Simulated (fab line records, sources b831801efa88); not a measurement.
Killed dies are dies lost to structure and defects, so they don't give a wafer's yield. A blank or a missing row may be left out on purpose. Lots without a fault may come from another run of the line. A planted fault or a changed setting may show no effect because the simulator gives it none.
Which tool did it? | flow sky130 | 11 lots, 33 wafers sampled, at 6 steps of a route of 708

WHAT THE GAUGES READ, wafer by wafer
SKY_POLY_CUT_CD_MEAS_08: target cd 270 nm.
lot  | measured     | on        | cd_nm (nm)
L222 | day 23 22:37 | cd_sem-02 | 270.1 267.9 269.0
L227 | day 26 13:53 | cd_sem-02 | 273.0 272.4 273.4
L228 | day 27 01:02 | cd_sem-02 | 267.8 267.9 269.5
L229 | day 27 04:08 | cd_sem-02 | 270.9 270.9 270.9
L231 | day 27 23:20 | cd_sem-02 | 267.2 265.8 267.5
L232 | day 28 05:16 | cd_sem-02 | 271.1 270.0 269.1
L234 | day 28 18:56 | cd_sem-02 | 269.1 267.4 269.0
L236 | day 29 10:31 | cd_sem-02 | 269.2 268.6 268.6
L239 | day 32 04:58 | cd_sem-01 | 270.5 271.3 271.8
L240 | day 32 04:33 | cd_sem-02 | 270.2 267.7 269.4
L242 | day 32 05:17 | cd_sem-02 | 270.2 270.6 270.3

SKY_SD_N_OVL_MEAS_08.
lot  | measured     | on         | SD_N_OVL (nm)
L222 | day 27 14:43 | overlay-01 | -1.8 -2.1 -2.2
L227 | day 30 03:37 | overlay-01 | -0.5 1.1 -0.2
L228 | day 30 13:30 | overlay-02 | -1.3 0.9 0.0
L229 | day 30 16:25 | overlay-01 | 0.1 -1.1 -0.6
L231 | day 31 07:13 | overlay-02 | -0.9 -2.0 -0.5
L232 | day 31 13:34 | overlay-02 | -1.1 -1.8 -3.1
L234 | day 32 03:46 | overlay-01 | 0.5 0.0 0.1
L236 | day 32 16:34 | overlay-01 | -0.6 -0.4 -0.8
L239 | day 35 11:34 | overlay-01 | -1.2 -0.7 -1.5
L240 | day 35 08:43 | overlay-02 | -2.1 -3.0 -1.2
L242 | day 35 11:52 | overlay-02 | -0.4 -0.6 -0.7

SKY_SD_N_RS_MEAS_16: measures by four-point-probe.
lot  | measured     | on            | SD_N_RS (ohm/sq)
L222 | day 27 15:26 | film_metro-03 | 68.73 68.71 68.67
L227 | day 30 04:20 | film_metro-03 | 68.71 68.38 68.77
L228 | day 30 14:14 | film_metro-03 | 68.64 68.70 68.73
L229 | day 30 17:08 | film_metro-01 | 68.56 68.40 68.52
L231 | day 31 07:56 | film_metro-02 | 68.40 68.43 68.51
L232 | day 31 14:19 | film_metro-03 | 68.84 68.77 68.67
L234 | day 32 04:29 | film_metro-02 | 71.25 70.96 71.23
L236 | day 32 17:18 | film_metro-01 | 71.46 71.23 71.29
L239 | day 35 12:18 | film_metro-03 | 68.85 68.68 68.73
L240 | day 35 09:29 | film_metro-03 | 68.60 68.65 68.75
L242 | day 35 12:35 | film_metro-02 | 68.57 68.55 68.36

SKY_SD_N_RS_MEAS_17: measures by four-point-probe.
lot  | measured     | on            | SD_P_RS (ohm/sq)
L222 | day 27 15:34 | film_metro-03 | 147.8 147.9 148.0
L227 | day 30 04:27 | film_metro-03 | 148.2 147.4 148.0
L228 | day 30 14:21 | film_metro-03 | 147.7 148.0 148.1
L229 | day 30 17:15 | film_metro-01 | 147.5 147.4 147.7
L231 | day 31 08:04 | film_metro-02 | 147.5 147.1 147.2
L232 | day 31 14:26 | film_metro-03 | 148.6 148.4 148.4
L234 | day 32 04:37 | film_metro-02 | 162.5 162.8 162.6
L236 | day 32 17:25 | film_metro-01 | 163.9 163.6 163.6
L239 | day 35 12:25 | film_metro-03 | 148.4 148.2 148.2
L240 | day 35 09:36 | film_metro-03 | 147.6 147.7 147.2
L242 | day 35 12:42 | film_metro-02 | 147.7 147.5 147.2

WHICH TOOL RAN EACH LOT (tool, then ch and the chambers of the sampled wafers, then the start)
lot  | SKY_SPACER_ETCHBACK_02             | SKY_SD_N_RTA_14
L222 | rie_diel-02 ch 1,2, day 22 16:22   | rtp_anneal-02 ch 0, day 27 15:16
L227 | rie_diel-01 ch 0,2,3, day 25 09:07 | rtp_anneal-01 ch 0, day 30 04:09
L228 | rie_diel-03 ch 1,3, day 25 19:21   | rtp_anneal-02 ch 0, day 30 14:03
L229 | rie_diel-03 ch 1,2, day 25 23:29   | rtp_anneal-01 ch 0, day 30 16:57
L231 | rie_diel-03 ch 1,2,3, day 26 19:01 | rtp_anneal-01 ch 0, day 31 07:46
L232 | rie_diel-01 ch 0,2,3, day 27 01:35 | rtp_anneal-02 ch 0, day 31 14:08
L234 | rie_diel-02 ch 0,1, day 27 14:10   | rtp_anneal-02 ch 0, day 32 04:19
L236 | rie_diel-03 ch 2,3, day 28 05:47   | rtp_anneal-02 ch 0, day 32 17:07
L239 | rie_diel-01 ch 1,2,3, day 31 02:37 | rtp_anneal-01 ch 0, day 35 12:07
L240 | rie_diel-03 ch 1,2, day 31 02:37   | rtp_anneal-01 ch 0, day 35 09:17
L242 | rie_diel-02 ch 0,2,3, day 31 02:41 | rtp_anneal-01 ch 0, day 35 12:24
- SKY_SPACER_ETCHBACK_02: etches Si3N4 in CH3F/O2, stops on SiO2, time 46.7 s, target depth 45 nm.
- SKY_SD_N_RTA_14: time 2 s.

WHAT THE TOOLS THEMSELVES READ (means of the sampled wafers that have a number; where no wafer has one, the mark that the record gives instead)
SKY_SPACER_ETCHBACK_02.
lot  | tool        | drypump_motor_current_A (A) | oes_product_au (a.u.) | throttle_valve_pct (%)
L222 | rie_diel-02 | 5.7                         | 0.859                 | 10.567
L227 | rie_diel-01 | 5.8                         | 0.859                 | 10.556
L228 | rie_diel-03 | 5.8                         | 0.856                 | 10.566
L229 | rie_diel-03 | 5.7                         | 0.854                 | 10.564
L231 | rie_diel-03 | 5.9                         | 0.860                 | 10.567
L232 | rie_diel-01 | 5.8                         | 0.862                 | 10.561
L234 | rie_diel-02 | 5.9                         | 0.859                 | 10.562
L236 | rie_diel-03 | 6.1                         | 0.860                 | 10.564
L239 | rie_diel-01 | 6.0                         | 0.854                 | 10.572
L240 | rie_diel-03 | 5.7                         | 0.861                 | 10.560
L242 | rie_diel-02 | 5.5                         | 0.858                 | 10.556

SKY_SD_N_RTA_14.
lot  | tool          | lamp_power_pct (%) | wafer_temp_C_max
L222 | rtp_anneal-02 | 15.67              | 1078.1
L227 | rtp_anneal-01 | 15.69              | 1078.7
L228 | rtp_anneal-02 | 15.77              | 1078.9
L229 | rtp_anneal-01 | 15.75              | 1077.4
L231 | rtp_anneal-01 | 15.74              | 1077.5
L232 | rtp_anneal-02 | 15.74              | 1077.2
L234 | rtp_anneal-02 | 15.73              | 1076.8
L236 | rtp_anneal-02 | 15.74              | 1077.0
L239 | rtp_anneal-01 | 15.71              | 1078.7
L240 | rtp_anneal-01 | 15.72              | 1077.3
L242 | rtp_anneal-01 | 15.70              | 1078.8

THE ANSWER, worked out from the rows above alone
Rule: what is usual is taken from the lots themselves. Put in order of their means at a reading, lots are off if they are a third of the lots or fewer, leave a main group of 4 or more, and stand apart from it by a gap of 3 or more times the standard deviation of the main group's means; of several such gaps the widest counts. A main group whose means are all the same, to the digits that the tables above print for the reading, isn't used. A lot without any number at a reading at which 4 lots or more have one is off too. The other lots that the step has rows for count as sound. The gauges are gone through in route order, then the tools' own readings, and for those a lot's mean is taken as printed above. The first step at which some lot is off is used, and at that step the reading that is off furthest; a lot without a number counts as furthest.
Off: L234, L236, at SKY_SD_N_RS_MEAS_16 (SD_N_RS). The main group: mean 68.63 ohm/sq, standard deviation 0.11.
A tool fits if, at a process step before that reading, it ran every lot that is off, and no sound lot after the first of them. The gauges at SKY_SD_N_RS_MEAS_16 are tried like those tools. One fits: rtp_anneal-02 at SKY_SD_N_RTA_14. Its last sound lot is L232 (day 31 14:08), its first lot that is off L234 (day 32 04:19): a fault that began between those two fits.

WHAT THE SIMULATOR HAD PUT IN
Process parameter drift: rtp_anneal-02, from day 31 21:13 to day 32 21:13, at SKY_SD_N_RTA_14. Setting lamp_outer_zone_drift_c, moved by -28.
Lots struck among those shown: L234, L236. The rule above found the same.
